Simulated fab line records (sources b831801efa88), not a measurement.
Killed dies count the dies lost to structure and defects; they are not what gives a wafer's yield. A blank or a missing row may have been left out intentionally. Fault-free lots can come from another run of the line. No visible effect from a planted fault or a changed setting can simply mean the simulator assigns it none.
Split-lot experiment + flow gf180mcu + on a route of 602 steps: 5 lots, 23 wafers read

== THE SPLIT ==
At GF_STI_OXIDATION_01 (stabilise 600 s, purge 300 s, target thk 10 nm), the setting tempC was moved away from the recipe's 900 C on 10 of the 23 wafers read, by +1.0% to +2.7%. All remaining wafers had this setting at the recipe value.

The file shows no step between the split and the reading.

== THE READING ==
At GF_STI_THK_MEAS_02: STI_OXIDATION_THK, given in nm. Fault-free wafers of this fab line usually give 10.07 nm, standard deviation 0.12 nm.

| wafer  | tool, chamber at the split | tempC as run, C | against the recipe | STI_OXIDATION_THK, nm | against lot-mates on the recipe |
|--------|----------------------------|-----------------|--------------------|-----------------------|---------------------------------|
| L076.1 | -, -                       | 909.3           | +1.0%              | 11.21                 | no lot-mate on the recipe       |
| L076.2 | -, -                       | 909.3           | +1.0%              | 11.14                 | no lot-mate on the recipe       |
| L076.3 | -, -                       | 909.3           | +1.0%              | 11.26                 | no lot-mate on the recipe       |
| L076.4 | -, -                       | 909.3           | +1.0%              | 11.15                 | no lot-mate on the recipe       |
| L076.5 | -, -                       | 909.3           | +1.0%              | 11.24                 | no lot-mate on the recipe       |
| L078.2 | -, -                       | 900             | recipe             | 9.99                  | -                               |
| L078.3 | -, -                       | 900             | recipe             | 10.19                 | -                               |
| L078.4 | -, -                       | 900             | recipe             | 10.07                 | -                               |
| L078.5 | -, -                       | 900             | recipe             | 9.92                  | -                               |
| L078.6 | -, -                       | 900             | recipe             | 9.98                  | -                               |
| L079.1 | furnace-02, 0              | 900             | recipe             | 9.95                  | -                               |
| L079.4 | furnace-02, 0              | 900             | recipe             | 9.82                  | -                               |
| L079.5 | furnace-02, 0              | 900             | recipe             | 9.86                  | -                               |
| L082.1 | -, -                       | 900             | recipe             | 10.37                 | -                               |
| L082.2 | -, -                       | 900             | recipe             | 9.98                  | -                               |
| L082.3 | -, -                       | 900             | recipe             | 10.11                 | -                               |
| L082.5 | -, -                       | 900             | recipe             | 10.09                 | -                               |
| L082.6 | -, -                       | 900             | recipe             | 10.25                 | -                               |
| L084.1 | -, -                       | 924.4           | +2.7%              | 12.92                 | no lot-mate on the recipe       |
| L084.2 | -, -                       | 924.4           | +2.7%              | 12.90                 | no lot-mate on the recipe       |
| L084.4 | -, -                       | 924.4           | +2.7%              | 12.95                 | no lot-mate on the recipe       |
| L084.5 | -, -                       | 924.4           | +2.7%              | 13.03                 | no lot-mate on the recipe       |
| L084.6 | -, -                       | 924.4           | +2.7%              | 13.01                 | no lot-mate on the recipe       |

FIT RESULTS
A straight line over all 23 wafers: STI_OXIDATION_THK changes by +1.08 nm for each +1% of tempC; r = +0.99; the points scatter about the line by 0.12 nm.
Too few moved wafers have a lot-mate on the recipe to fit a line with each lot's own level taken away.

== THE WHOLE CHAIN: every reading that the file lists as answering this split, in the file's order ==
| step                | what it does                                   | reading                                                                         | change (the file's fit)              | r (the file's) |
|---------------------|------------------------------------------------|---------------------------------------------------------------------------------|--------------------------------------|----------------|
| GF_STI_OXIDATION_01 | stabilise 600 s, purge 300 s, target thk 10 nm | SiO2_of_STI_OXIDATION_01.thkNm (the simulator's own value, which no gauge read) | +1.07 nm for each +1% of the setting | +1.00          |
| GF_STI_THK_MEAS_02  |                                                | STI_OXIDATION_THK                                                               | +1.08 for each +1% of the setting    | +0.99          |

== FILE'S OWN FIT ==
STI_OXIDATION_THK changes by +1.08 nm for each +1% of tempC, r = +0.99.
